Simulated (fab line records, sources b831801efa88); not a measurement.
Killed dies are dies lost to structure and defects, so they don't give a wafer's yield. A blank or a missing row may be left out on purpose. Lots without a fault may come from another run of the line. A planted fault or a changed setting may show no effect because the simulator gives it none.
fab line records | flow sky130
record lots=5 wafers=15 last_day=52
route steps=708 shown VIA2@516 METAL3@532 PAD_OPEN@708
lots that met no fault: from a run of the same line without faults
start_h: hours from the record's first day to the start of the lot's first wafer shown | wait_h: hours since the lot's step before | " the same as in the row above | L1.1+2: a row that stands for several wafers | - no value, or no start given | * or withheld: withheld | < > ~ a bound
route shown NAME@n: a module of which the file shows steps, and the number in the route of the first | usual: mean/standard deviation of fault-free wafers | same: alike in all rows | chamber/n: place in a boat | sites: the reading at each site | _std_site: their standard deviation | _edge_site: outer sites' mean less inner sites' | radius_mm: how far each site lies from the wafer's centre | mask NAME#n: copy n | behind: the tool/chamber that last shaped the wafer | hold: why the lot was held/for how many hours/how that ended | device: the transistor (n, p or np) that didn't switch | end of line: the same wafers' tests at the end of the route | a step without rows: its recipe alone | killed: dies lost to structure and defects at the first sort, not the wafer's yield | map: a wafer's dies, x killed, . not, _ none there
set.NAME: the setting as run; set.NAME@STEP: as run at that earlier step | model.NAME: the simulator's own value behind a step, which no gauge read
lots at some steps of the route; a table a step, a row a wafer
services: from which hour (start_h, from the record's first day; less than 0 if before it) a tool's chamber was out of use, for how many hours, and why
## steps
# step SKY_VIA2_EXPOSE_09
# recipe mask_id=VIM2 na=0.8 source_shape=annular sigma_inner=0.55 sigma_outer=0.85 target_cd_nm=200 dose_mj=38
# step SKY_VIA2_PEB_10
# recipe peb_temp_c=withheld peb_time_s=withheld resist=KrF-thick
# step SKY_VIA2_DEVELOP_11
# recipe develop_time_s=60 resist=KrF-thick dev_temp_c=21
# step SKY_VIA2_CD_MEAS_12
# recipe target_cd_nm=200
# usual cd_nm=200.2/1.3
# columns lot.wafer tool chamber start_h wait_h cd_nm
L224.2 cd_sem-01 - 892.89 - 199.8
L224.3 " - " " 200.7
L224.6 " - " " 200.1
L229.3 cd_sem-01 - 910.99 - 201.4
L229.5 " - " " 200.8
L229.6 " - " " 201.3
L230.1 cd_sem-02 - 913.00 - 201.0
L230.3 " - " " 199.6
L230.5 " - " " 200.4
L246.2 cd_sem-02 - 1058.27 - 201.7
L246.5 " - " " 201.0
L246.6 " - " " 200.2
L242.2 cd_sem-01 - 1059.87 - 199.6
L242.4 " - " " 200.5
L242.6 " - " " 200.7
# step SKY_VIA2_OVL_MEAS_13
# usual VIA2_OVL=-3/4.7
# columns lot.wafer tool chamber start_h wait_h VIA2_OVL[nm]
L224.2 overlay-02 - 893.00 0.1 -5
L224.3 " - " " -8
L224.6 " - " " -8
L229.3 overlay-01 - 911.08 0.1 -6
L229.5 " - " " -9
L229.6 " - " " -2
L230.1 overlay-01 - 913.12 0.1 3
L230.3 " - " " 0
L230.5 " - " " -4
L246.2 overlay-02 - 1058.37 0.1 -2
L246.5 " - " " -9
L246.6 " - " " -3
L242.2 overlay-01 - 1059.97 0.1 -7
L242.4 " - " " -10
L242.6 " - " " -4
# step SKY_VIA2_ETCH_14
# recipe chemistry=N2/H2 target=BARC ion_energy_ev=200 source_w=500 bias_w=100 pressure_mtorr=30 n2_flow_sccm=100 h2_flow_sccm=200 stop_on=SiO2 time_s=45.9 target_depth_a=600
# usual drypump_motor_current_A=5.4/0.49 oes_product_au=0.855/0.0048 throttle_valve_pct=13.224/0.0094
# columns lot.wafer tool chamber start_h wait_h drypump_motor_current_A oes_product_au rf_hours_counter_h throttle_valve_pct
L224.2 rie_diel-03 0 893.03 0.0 5.4 0.845 1 13.224
L224.3 " 2 " " 4.9 0.862 10 13.214
L224.6 " 2 " " 4.9 0.855 - 13.220
L229.3 rie_diel-02 0 911.10 0.0 5.1 0.862 16 13.223
L229.5 " 2 " " 4.8 0.859 - 13.238
L229.6 " 1 " " 5.3 0.858 - 13.227
L230.1 rie_diel-03 0 913.15 0.0 5.3 0.869 2 13.232
L230.3 " 1 " " 6.4 0.856 15 13.227
L230.5 " 0 " " 5.3 0.851 - 13.211
L246.2 rie_diel-02 1 1058.40 0.0 5.3 0.859 20 13.229
L246.5 " 0 " " 5.2 0.856 - 13.229
L246.6 " 3 " " 5.2 0.855 - 13.225
L242.2 rie_diel-02 3 1060.00 0.0 5.3 0.862 16 13.228
L242.4 " 2 " " 4.8 0.860 14 13.208
L242.6 " 0 " " 5.1 0.856 - 13.242
# step SKY_VIA2_ETCH_15
# recipe target=SiO2 chemistry=C4F8/O2/Ar target_depth_nm=546 stop_on=TiN mask_material=KrF-thick source_w=1500 bias_w=1200 pressure_mtorr=40 c4f8_flow_sccm=withheld O2_flow_sccm=6 Ar_flow_sccm=300 time_s=84
# usual oes_product_au=0.940/0.0052
# columns lot.wafer tool chamber start_h wait_h oes_product_au rf_hours_counter_h
L224.2 rie_diel-03 0 893.07 0.0 0.936 1
L224.3 " 2 " " 0.940 10
L224.6 " 2 " " 0.931 -
L229.3 rie_diel-02 0 911.14 0.0 0.938 16
L229.5 " 2 " " 0.944 -
L229.6 " 1 " " 0.937 -
L230.1 rie_diel-03 0 913.19 0.0 0.942 2
L230.3 " 1 " " 0.939 15
L230.5 " 0 " " 0.930 -
L246.2 rie_diel-02 1 1058.44 0.0 0.944 20
L246.5 " 0 " " 0.934 -
L246.6 " 3 " " 0.941 -
L242.2 rie_diel-02 3 1060.04 0.0 0.942 16
L242.4 " 2 " " 0.935 14
L242.6 " 0 " " 0.944 -
# step SKY_VIA2_STRIP_16
# recipe chemistry=O2/N2 power_w=1400 pressure_mtorr=1500 platen_temp_c=withheld o2_flow_sccm=3000 n2_flow_sccm=300 overash_fraction=0.5
# usual drypump_motor_current_A=5.82/0.073 oes_product_au=0.399/0.0047 strip_time_to_endpoint_s=4.06/0.034
# same overash_fraction=0.5
# columns lot.wafer tool chamber start_h wait_h drypump_motor_current_A oes_product_au rf_hours_counter_h strip_time_to_endpoint_s
L224.2 plasma_asher-01 0 893.13 0.0 5.94 0.405 47 4.09
L224.3 " 1 " " 5.74 0.406 - 4.10
L224.6 " 0 " " 5.94 0.404 - 4.13
L229.3 plasma_asher-02 0 911.24 0.1 5.79 0.407 - 4.02
L229.5 " 1 " " 5.75 0.400 - 4.10
L229.6 " 0 " " 5.82 0.403 - 4.08
L230.1 plasma_asher-01 1 913.26 0.0 5.72 0.397 49 4.06
L230.3 " 0 " " 5.92 0.394 - 4.05
L230.5 " 0 " " 5.92 0.402 - 4.05
L246.2 plasma_asher-04 0 1058.51 0.0 5.80 0.399 96 4.07
L246.5 " 0 " " 5.79 0.395 - 4.04
L246.6 " 1 " " 5.79 0.407 - 4.08
L242.2 plasma_asher-01 1 1060.11 0.0 5.77 0.408 63 4.13
L242.4 " 0 " " 5.91 0.405 - 4.13
L242.6 " 1 " " 5.74 0.399 - 4.09
# step SKY_VIA2_STRIP_17
# recipe chemistry=post_etch_residue_remover time_s=1200 temp_c=72.5
# step SKY_VIA2_CLEAN_18
# recipe chemistry=IPA time_s=180 temp_c=25
# step SKY_VIA2_CLEAN_19
# recipe chemistry=O3/DIW dry=n2_spin
# step SKY_VIA2_SPUTTER_20
# recipe material=TiN target_thk_nm=20 chamber_pressure_pa=5 power_w=4000 time_s=80
# usual throttle_valve_pct=29.7/1.2
# columns lot.wafer tool chamber start_h wait_h throttle_valve_pct
L224.2 pvd_sputter-03 - 893.73 0.0 29.8
L224.3 " - " " 29.0
L224.6 " - " " 29.0
L229.3 pvd_sputter-03 - 911.84 0.0 30.4
L229.5 " - " " 30.1
L229.6 " - " " 30.6
L230.1 pvd_sputter-04 - 913.88 0.0 32.5
L230.3 " - " " 29.8
L230.5 " - " " 29.1
L246.2 pvd_sputter-03 - 1059.10 0.0 29.0
L246.5 " - " " 28.2
L246.6 " - " " 30.2
L242.2 pvd_sputter-04 - 1060.70 0.0 32.6
L242.4 " - " " 29.1
L242.6 " - " " 32.6
# step SKY_VIA2_CVD_21
# recipe material=W target_thk_nm=420 time_s=126.4 temp_c=400 pressure_torr=40
# usual heater_power_w=852/100
# columns lot.wafer tool chamber start_h wait_h heater_power_w model.W_of_VIA2_CVD_21.thk_nm
L224.2 cvd_w-02 1 893.79 0.0 906 425
L224.3 " 1 " " 885 425.1
L224.6 " 1 " " 894 426.5
L229.3 cvd_w-01 0 911.94 0.1 975 414.1
L229.5 " 0 " " 960 416.9
L229.6 " 1 " " 735 414.7
L230.1 cvd_w-01 0 913.94 0.0 980 417.2
L230.3 " 0 " " 992 192
L230.5 " 0 " " 977 418.2
L246.2 cvd_w-01 1 1059.16 0.0 743 420.6
L246.5 " 1 " " 763 420.3
L246.6 " 0 " " 977 420.8
L242.2 cvd_w-01 1 1060.76 0.0 754 414.2
L242.4 " 1 " " 740 410.7
L242.6 " 0 " " 1001 417
# step SKY_VIA2_RS_MEAS_22
# recipe thk_meas_gauge=four-point-probe reads=W_of_VIA2_CVD_21+TiN_of_VIA2_SPUTTER_20
# usual VIA2_W_RS=0.275/0.0034
# columns lot.wafer tool chamber start_h wait_h VIA2_W_RS[ohm/sq]
L224.2 film_metro-01 - 893.94 0.1 0.269
L224.3 " - " " 0.269
L224.6 " - " " 0.268
L229.3 film_metro-04 - 912.07 0.1 0.277
L229.5 " - " " 0.275
L229.6 " - " " 0.276
L230.1 film_metro-02 - 914.07 0.1 0.274
L230.3 " - " " 0.603
L230.5 " - " " 0.274
L246.2 film_metro-01 - 1059.31 0.1 0.272
L246.5 " - " " 0.272
L246.6 " - " " 0.272
L242.2 film_metro-04 - 1060.91 0.1 0.277
L242.4 " - " " 0.279
L242.6 " - " " 0.275
# step SKY_VIA2_THK_MEAS_23
# recipe thk_meas_gauge=xrf reads=W_of_VIA2_CVD_21
# usual VIA2_W_THK=404/6
# columns lot.wafer tool chamber start_h wait_h VIA2_W_THK[nm]
L224.2 film_metro-01 - 894.05 0.1 407
L224.3 " - " " 412
L224.6 " - " " 412
L229.3 film_metro-04 - 912.17 0.1 403
L229.5 " - " " 406
L229.6 " - " " 404
L230.1 film_metro-02 - 914.19 0.1 402
L230.3 " - " " 188
L230.5 " - " " 401
L246.2 film_metro-01 - 1059.42 0.1 411
L246.5 " - " " 407
L246.6 " - " " 411
L242.2 film_metro-04 - 1061.02 0.1 404
L242.4 " - " " 404
L242.6 " - " " 408
# step SKY_VIA2_CMP_24
# recipe stop_on=SiO2 t_overpolish_s=20 down_force_psi=3.5 platen_rpm=60 target_thk_nm=0 pad_velocity_m_s=0.94248
# usual motor_current_A=11.3/0.91 time_to_endpoint_s=103/5.8
# columns lot.wafer tool chamber start_h wait_h motor_current_A time_to_endpoint_s
L224.2 cmp-01 3 894.20 0.1 11.3 100
L224.3 " 0 " " 11.6 109
L224.6 " 1 " " 9.8 99
L229.3 cmp-02 2 912.21 0.0 12.6 97
L229.5 " 2 " " 12.3 99
L229.6 " 3 " " 11.6 98
L230.3 cmp-02 0 914.30 0.1 10.9 48
L230.1 " 2 " " 12.3 95
L230.5 " 3 " " 11.7 99
L246.2 cmp-01 3 1059.62 0.2 10.8 105
L246.5 " 0 " " 12.5 105
L246.6 " 1 " " 9.8 100
L242.2 cmp-01 2 1061.07 0.0 12.6 108
L242.4 " 3 " " 12.1 97
L242.6 " 3 " " 11.0 97
# step SKY_METAL3_SPUTTER_00
# recipe material=Ti target_thk_nm=15 power_w=3000 time_s=10 chamber_pressure_pa=0.4
# usual throttle_valve_pct=29.4/0.83
# columns lot.wafer tool chamber start_h wait_h throttle_valve_pct
L224.2 pvd_sputter-01 - 894.40 0.1 28.8
L224.3 " - " " 29.9
L224.6 " - " " 29.8
L229.3 pvd_sputter-01 - 912.51 0.2 29.9
L229.5 " - " " 29.2
L229.6 " - " " 28.1
L230.1 pvd_sputter-01 - 914.55 0.1 28.7
L230.3 " - " " 28.2
L230.5 " - " " 28.8
L246.2 pvd_sputter-02 - 1059.77 0.1 29.8
L246.5 " - " " 30.1
L246.6 " - " " 29.6
L242.2 pvd_sputter-03 - 1061.37 0.2 30.5
L242.4 " - " " 28.2
L242.6 " - " " 30.1
# step SKY_PAD_OPEN_PROBE_99
# usual defect_limited_yield=82.5/1.8 killed_at_M0_to_M3=45/6.3 killed_at_M4_up=2.8/1.6 killed_at_contacts=24/5.1 killed_at_front_end=14/4.4 killed_at_other=0.4/0.73 killed_dies=86/9 killed_open=47/7.8 killed_short=39/6.6 sort_bin_3_pad_short=0.8/0.42 sort_bin_5_function=10.3/1.4 sort_bin_6_memory=6.3/1.2 sort_n_pass=406/9 sort_yield_pct=82.5/1.8
# same gross_dies=492 killed_at_back_side=0 sort_bin_4_leakage[%]=0 sort_bin_8_speed[%]=0
# columns lot.wafer tool chamber start_h wait_h defect_limited_yield[%] killed_at_M0_to_M3 killed_at_M4_up killed_at_contacts killed_at_front_end killed_at_other killed_dies killed_open killed_short sort_bin_3_pad_short[%] sort_bin_5_function[%] sort_bin_6_memory[%] sort_n_pass sort_yield_pct[%]
L224.2 prober-02 - 1124.38 0.1 81.9 39 3 30 16 1 89 45 44 1.0 9.3 7.7 403 81.9
L224.3 prober-02 - 1124.43 0.2 82.1 39 3 25 21 0 88 52 36 0.8 10.2 6.9 404 82.1
L224.6 prober-02 - 1124.58 0.2 82.5 43 2 23 18 0 86 43 43 0.6 9.1 7.7 406 82.5
L229.3 prober-01 - 1136.70 0.2 84.1 40 3 21 13 1 78 43 35 0.8 8.9 6.1 414 84.1
L229.5 prober-01 - 1136.80 0.2 83.5 49 4 21 6 1 81 38 43 0.4 12.4 3.7 411 83.5
L229.6 prober-01 - 1136.85 0.2 82.5 49 3 21 12 1 86 47 39 0.8 10.4 6.3 406 82.5
L230.1 prober-01 - 1139.90 0.3 83.1 30 2 26 24 1 83 44 37 0.4 9.6 6.9 409 83.1
L230.3 prober-01 - 1140.00 0.4 79.1 62 2 17 22 0 103 58 44 1.2 10.6 9.1 389 79.1
L230.5 prober-01 - 1140.10 0.4 80.9 48 1 27 17 1 94 57 36 0.8 11.2 7.1 398 80.9
L242.2 prober-02 - 1244.26 0.1 83.7 44 4 17 15 0 80 42 38 0.4 9.1 6.7 412 83.7
L242.4 prober-02 - 1244.36 0.2 81.5 45 2 29 14 1 91 42 48 1.0 11.0 6.5 401 81.5
L242.6 prober-02 - 1244.46 0.2 83.9 43 5 19 12 0 79 33 46 0.8 9.3 5.9 413 83.9
# killed by level:class
L224.2 CONTACT:geometric_particle:open=11 LI_CONTACT:geometric_particle:open=8 VIA1:geometric_particle:open=8 METAL1:geometric_particle:short=8 LI_CONTACT:geometric_particle:short=6 VIA1:geometric_particle:short=5 FIELD_ISO:geometric_particle:short=4 POLY_GATE:geometric_particle:open=4
L224.3 LI_CONTACT:geometric_particle:open=10 POLY_GATE:geometric_particle:open=9 VIA3:geometric_particle:open=8 METAL1:geometric_particle:short=6 LOCAL_INTERCONNECT:geometric_particle:short=5 CONTACT:geometric_particle:open=5 VIA1:geometric_particle:open=5 FIELD_ISO:geometric_particle:short=4
L224.6 LI_CONTACT:geometric_particle:open=10 VIA1:geometric_particle:open=8 POLY_GATE:geometric_particle:short=7 VIA3:geometric_particle:open=7 VIA1:geometric_particle:short=6 VIA2:geometric_particle:open=6 CONTACT:geometric_particle:open=5 METAL1:geometric_particle:short=5
L229.3 CONTACT:geometric_particle:open=7 METAL1:geometric_particle:short=6 VIA3:geometric_particle:open=6 LI_CONTACT:geometric_particle:open=5 VIA1:geometric_particle:short=5 VIA1:geometric_particle:open=5 CONTACT:geometric_particle:short=4 METAL3:geometric_particle:short=4
L229.5 VIA1:geometric_particle:short=8 METAL1:geometric_particle:short=7 VIA1:geometric_particle:open=6 LOCAL_INTERCONNECT:geometric_particle:short=6 VIA3:geometric_particle:open=6 LI_CONTACT:geometric_particle:open=5 METAL2:geometric_particle:short=5 VIA2:geometric_particle:open=5
L229.6 VIA1:geometric_particle:open=13 VIA3:geometric_particle:open=12 CONTACT:geometric_particle:open=10 METAL1:geometric_particle:short=7 VIA1:geometric_particle:short=5 LI_CONTACT:geometric_particle:open=4 LOCAL_INTERCONNECT:geometric_particle:short=4 METAL2:geometric_particle:short=4
L230.1 CONTACT:geometric_particle:open=11 VIA1:geometric_particle:open=8 FIELD_ISO:geometric_particle:short=7 FIELD_ISO:geometric_particle:open=5 VIA1:geometric_particle:short=5 LI_CONTACT:geometric_particle:open=5 POLY_GATE:geometric_particle:open=4 LOCAL_INTERCONNECT:geometric_particle:short=4
L230.3 VIA1:geometric_particle:open=17 METAL1:geometric_particle:short=9 FIELD_ISO:geometric_particle:open=8 METAL2:geometric_particle:short=8 VIA3:geometric_particle:open=7 FIELD_ISO:geometric_particle:short=6 LI_CONTACT:geometric_particle:open=5 VIA2:geometric_particle:open=5
L230.5 VIA1:geometric_particle:open=14 CONTACT:geometric_particle:open=11 VIA2:geometric_particle:open=7 METAL2:geometric_particle:short=6 FIELD_ISO:geometric_particle:open=5 POLY_GATE:geometric_particle:open=5 LI_CONTACT:geometric_particle:short=5 LI_CONTACT:geometric_particle:open=5
L242.2 VIA1:geometric_particle:open=16 CONTACT:geometric_particle:open=6 FIELD_ISO:geometric_particle:short=5 LOCAL_INTERCONNECT:geometric_particle:short=5 VIA1:geometric_particle:short=5 VIA2:geometric_particle:open=5 FIELD_ISO:geometric_particle:open=4 METAL1:geometric_particle:short=4
L242.4 CONTACT:geometric_particle:open=11 VIA1:geometric_particle:open=11 METAL2:geometric_particle:short=8 METAL1:geometric_particle:short=7 LI_CONTACT:geometric_particle:open=6 CONTACT:geometric_particle:short=6 VIA1:geometric_particle:short=6 FIELD_ISO:geometric_particle:short=4
L242.6 VIA1:geometric_particle:open=9 METAL1:geometric_particle:short=6 METAL2:geometric_particle:short=6 CONTACT:geometric_particle:short=5 FIELD_ISO:geometric_particle:short=4 LI_CONTACT:geometric_particle:short=4 CONTACT:geometric_particle:open=4 VIA3:geometric_particle:open=4
## services
# columns tool chamber start_h hours kind
cmp-02 - 891.02 7.2 pm
cmp-02 - 898.27 6.8 pm
rie_diel-02 3 901.48 1.9 repair
cvd_w-02 - 904.00 14.0 pm
rie_diel-02 3 906.77 8.7 repair
cmp-01 - 912.03 4.0 pm
rie_diel-02 - 915.31 0.6 repair
pvd_sputter-02 - 937.61 0.6 repair
pvd_sputter-04 - 938.79 2.2 repair
cvd_w-02 - 940.19 6.9 pm
plasma_asher-02 - 949.69 3.4 repair
rie_diel-03 1 957.67 6.3 repair
cvd_w-02 0 965.64 2.4 repair
plasma_asher-01 - 977.38 12.5 repair
plasma_asher-02 - 978.62 15.6 pm
pvd_sputter-01 - 990.40 2.7 repair
rie_diel-03 2 1002.02 9.2 repair
cmp-01 - 1005.91 0.6 repair
cmp-01 - 1006.19 1.1 repair
plasma_asher-01 - 1021.66 14.6 pm
cmp-01 - 1025.01 0.5 repair
pvd_sputter-03 - 1033.16 2.4 repair
pvd_sputter-04 - 1035.67 1.0 repair
cvd_w-01 1 1044.79 2.3 repair
## key
first_sign step=SKY_VIA2_RS_MEAS_22 reading=VIA2_W_RS direction=up sigmas=95 usual=0.275 struck=0.603
effect step=SKY_VIA2_THK_MEAS_23 reading=VIA2_W_THK direction=down sigmas=36 usual=404 struck=188
effect step=SKY_VIA2_CMP_24 reading=time_to_endpoint_s direction=down sigmas=9.6 usual=* struck=*
model_effect step=SKY_VIA2_CVD_21 value=W_of_VIA2_CVD_21.thk_nm without=411.9 struck=192
met_at SKY_VIA2_CVD_21
struck_wafers L230.3
onset_between 911.94 913.94
fault kind=process_parameter_drift tool=cvd_w-01 chamber=- onset_h=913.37 steps=SKY_VIA2_CVD_21 channel=target_thk_nm offset=-220.03 shape=step end_h=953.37 scope=struck_wafers_only acts_in=these_recipes_only stated=420
